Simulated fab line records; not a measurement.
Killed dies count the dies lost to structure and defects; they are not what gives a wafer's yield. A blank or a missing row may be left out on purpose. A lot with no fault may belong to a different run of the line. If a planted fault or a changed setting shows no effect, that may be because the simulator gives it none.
Struck lot and sound lot, side by side | flow sky130 | 19 steps out of a route of 708
Sound: these wafers, L171.1, L171.3, L171.4. Wafers struck: L183.1, L183.2, L183.4. The cause comes at the end.
For every step that has rows: the tool of each side, followed by ch and its chambers, followed by its first start. Under that, the readings that differ: sound wafers | struck wafers | difference of the means | sigmas: that difference in standard deviations of wafers without a fault.
alike: words and numbers the same on both sides, and readings whose means are apart by under 2 such deviations; not compared: readings that were withheld, readings missing a value for some wafer, numbers with overlapping values and no deviation given by the record, and bounds like >300 which may hide the same value.
Wherever a step has rows on one side only, a row that says differs or no value, or a row with sigmas, the two part there. Numbers that have no deviation but don't overlap get no sigmas and don't part them. A reading that every wafer of one side lacks parts them only if that side has two wafers or more.

first, 1 step without rows for these wafers: SKY_LDD_HVP_IMPLANT_08.
SKY_LDD_HVP_STRIP_09: strips in O2/N2.
  sound on plasma_asher-01 ch 0,1, day 21 14:52; struck on plasma_asher-03 ch 0,1, day 26 08:50
  reading                      | sound             | struck            | difference | sigmas
  strip_time_to_endpoint_s (s) | 4.156 4.169 4.144 | 4.112 4.124 4.111 | -0.041     | -3
  alike: drypump_motor_current_A, oes_product_au
  not compared: rf_hours_counter_h
SKY_LDD_HVP_TW_MEAS_10:
  struck on film_metro-03, day 26 08:56; sound on film_metro-01, day 21 14:58
  alike: LDD_HVP_TW
then, 7 steps without rows for these wafers: SKY_LDD_LDN_DEHYDRATE_00 (time 60 s); SKY_LDD_LDN_HMDS_01 (prime time 60 s); SKY_LDD_LDN_COAT_02 (resist thk 1140 nm); SKY_LDD_LDN_SOFTBAKE_03 (time 60 s); SKY_LDD_LDN_EXPOSE_04 (exposes mask LDNTM, target cd 700 nm); SKY_LDD_LDN_PEB_05; SKY_LDD_LDN_DEVELOP_06 (develop time 60 s).
SKY_LDD_LDN_OVL_MEAS_07:
  struck on overlay-01, day 27 13:52; sound on overlay-01, day 22 21:13
  alike: LDD_LDN_OVL
after that, 1 step had no rows for these wafers: SKY_LDD_LDN_IMPLANT_08.
SKY_LDD_LDN_IMPLANT_09:
  sound on implanter-01 ch 0, day 22 21:25; struck on implanter-04 ch 0, day 27 14:22
then, 2 steps without rows for these wafers: SKY_LDD_LDN_IMPLANT_10; SKY_LDD_LDN_IMPLANT_11.
SKY_LDD_LDN_STRIP_12: strips in O2/N2.
  sound on plasma_asher-01 ch 0,1, day 22 21:52; struck on plasma_asher-02 ch 0,1, day 27 14:49
  alike: drypump_motor_current_A, oes_product_au, strip_time_to_endpoint_s
  not compared: rf_hours_counter_h
SKY_LDD_LDN_TW_MEAS_13:
  struck on film_metro-03, day 27 14:55; sound on film_metro-03, day 22 21:58
  reading    | sound          | struck         | difference | sigmas
  LDD_LDN_TW | 1484 1487 1490 | 1594 1587 1585 | +102       | +12
then, 1 step without rows for these wafers: SKY_LDD_LDN_CLEAN_14 (cleans in SC1/SC2, time 150 s).
-- record jumps: 21 days separate the struck wafers' starts on either side; left off in module LDD_LDN, taken up again in module PAD_OPEN, whose first shown step is the route's number 708 --
SKY_PAD_OPEN_PROBE_99:
  struck on prober-02, day 48 23:56; sound on prober-01, day 45 20:16
  reading                         | sound          | struck         | difference | sigmas
  model.etest.tip_sonos.rs_ohm_sq | 2606 2623 2664 | 2310 2282 2318 | -328       |
  alike: killed_at_M0_to_M3, killed_at_M4_up, killed_at_contacts, killed_at_front_end, killed_at_other, killed_dies, killed_open, killed_short

== WHERE THEY PART ==
At SKY_LDD_HVP_STRIP_09 first; at SKY_LDD_LDN_TW_MEAS_13 last (within this record only). Later steps at which nothing parts them and some readings are alike: SKY_PAD_OPEN_PROBE_99.

WHY: what had been put in by the simulator
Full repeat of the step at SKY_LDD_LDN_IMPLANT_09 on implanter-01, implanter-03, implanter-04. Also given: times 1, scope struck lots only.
